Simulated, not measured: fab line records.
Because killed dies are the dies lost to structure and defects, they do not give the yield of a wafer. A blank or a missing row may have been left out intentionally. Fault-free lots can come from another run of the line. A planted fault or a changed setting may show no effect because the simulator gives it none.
Chamber matching / flow sky130 / SKY_LI_CONTACT_CMP_02 on cmp-02: 4 sister chambers
The step polishes PSG. 14 wafers are shown with their chamber, then 7 later ones without.

EACH WAFER AND ITS CHAMBER
wafer=L666.1; chamber=1; motor_current_A (A)=13.3; time_to_endpoint_s (s)=31.9
wafer=L666.4; chamber=2; motor_current_A (A)=12.9; time_to_endpoint_s (s)=32.3
wafer=L666.5; chamber=2; motor_current_A (A)=12.6; time_to_endpoint_s (s)=33.4
wafer=L673.1; chamber=1; motor_current_A (A)=13.2; time_to_endpoint_s (s)=30.7
wafer=L673.2; chamber=3; motor_current_A (A)=11.9; time_to_endpoint_s (s)=29.4
wafer=L673.4; chamber=0; motor_current_A (A)=11.6; time_to_endpoint_s (s)=34.4
wafer=L680.1; chamber=3; motor_current_A (A)=11.8; time_to_endpoint_s (s)=28.7
wafer=L680.2; chamber=0; motor_current_A (A)=12.5; time_to_endpoint_s (s)=30.8
wafer=L680.4; chamber=1; motor_current_A (A)=13.4; time_to_endpoint_s (s)=30.9
wafer=L681.1; chamber=2; motor_current_A (A)=12.7; time_to_endpoint_s (s)=32.9
wafer=L681.3; chamber=3; motor_current_A (A)=12.0; time_to_endpoint_s (s)=25.9
wafer=L681.4; chamber=1; motor_current_A (A)=13.5; time_to_endpoint_s (s)=30.9
wafer=L684.4; chamber=3; motor_current_A (A)=11.6; time_to_endpoint_s (s)=33.6
wafer=L684.5; chamber=0; motor_current_A (A)=11.3; time_to_endpoint_s (s)=33.6

SIGNATURES (averages over the wafers above)
reading=motor_current_A; chamber 0=11.800; chamber 1=13.350; chamber 2=12.733; chamber 3=11.825; scatter within a chamber=0.311
reading=time_to_endpoint_s; chamber 0=32.933; chamber 1=31.100; chamber 2=32.867; chamber 3=29.400; scatter within a chamber=1.98
Rule: for a wafer and a chamber, the distance is found by dividing, reading by reading, the gap between the wafer's reading and the chamber's mean by the reading's scatter, squaring, summing and taking the root. If the next closest chamber is less than 2 further off than the closest, the wafer can't be placed; otherwise it belongs to the closest. The scatter: the root of (the sum of the squares of (reading less its chamber's mean) over the shown wafers, divided by (wafers less chambers)).

WAFERS MISSING THEIR CHAMBER
wafer=L684.6; motor_current_A (A)=13.5; time_to_endpoint_s (s)=29.8
wafer=L685.1; motor_current_A (A)=12.9; time_to_endpoint_s (s)=34.4
wafer=L685.2; motor_current_A (A)=11.5; time_to_endpoint_s (s)=30.8
wafer=L685.5; motor_current_A (A)=13.9; time_to_endpoint_s (s)=32.4
wafer=L686.1; motor_current_A (A)=11.5; time_to_endpoint_s (s)=32.4
wafer=L686.5; motor_current_A (A)=12.6; time_to_endpoint_s (s)=36.4
wafer=L686.6; motor_current_A (A)=14.0; time_to_endpoint_s (s)=35.1

CHAMBER TAKEN BY EACH
wafer=L684.6; from the rows above=1; in truth=1
wafer=L685.1; from the rows above=can't be placed: 2 or 1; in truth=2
wafer=L685.2; from the rows above=can't be placed: 3 or 0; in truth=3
wafer=L685.5; from the rows above=can't be placed: 1 or 2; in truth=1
wafer=L686.1; from the rows above=can't be placed: 0 or 3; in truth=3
wafer=L686.5; from the rows above=can't be placed: 2 or 0 or 1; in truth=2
wafer=L686.6; from the rows above=can't be placed: 1 or 2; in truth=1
Correct placement for 1 of the 7. Can't be placed from these rows: 6 (the true chamber is among the candidates in 6). Number placed wrongly: 0.
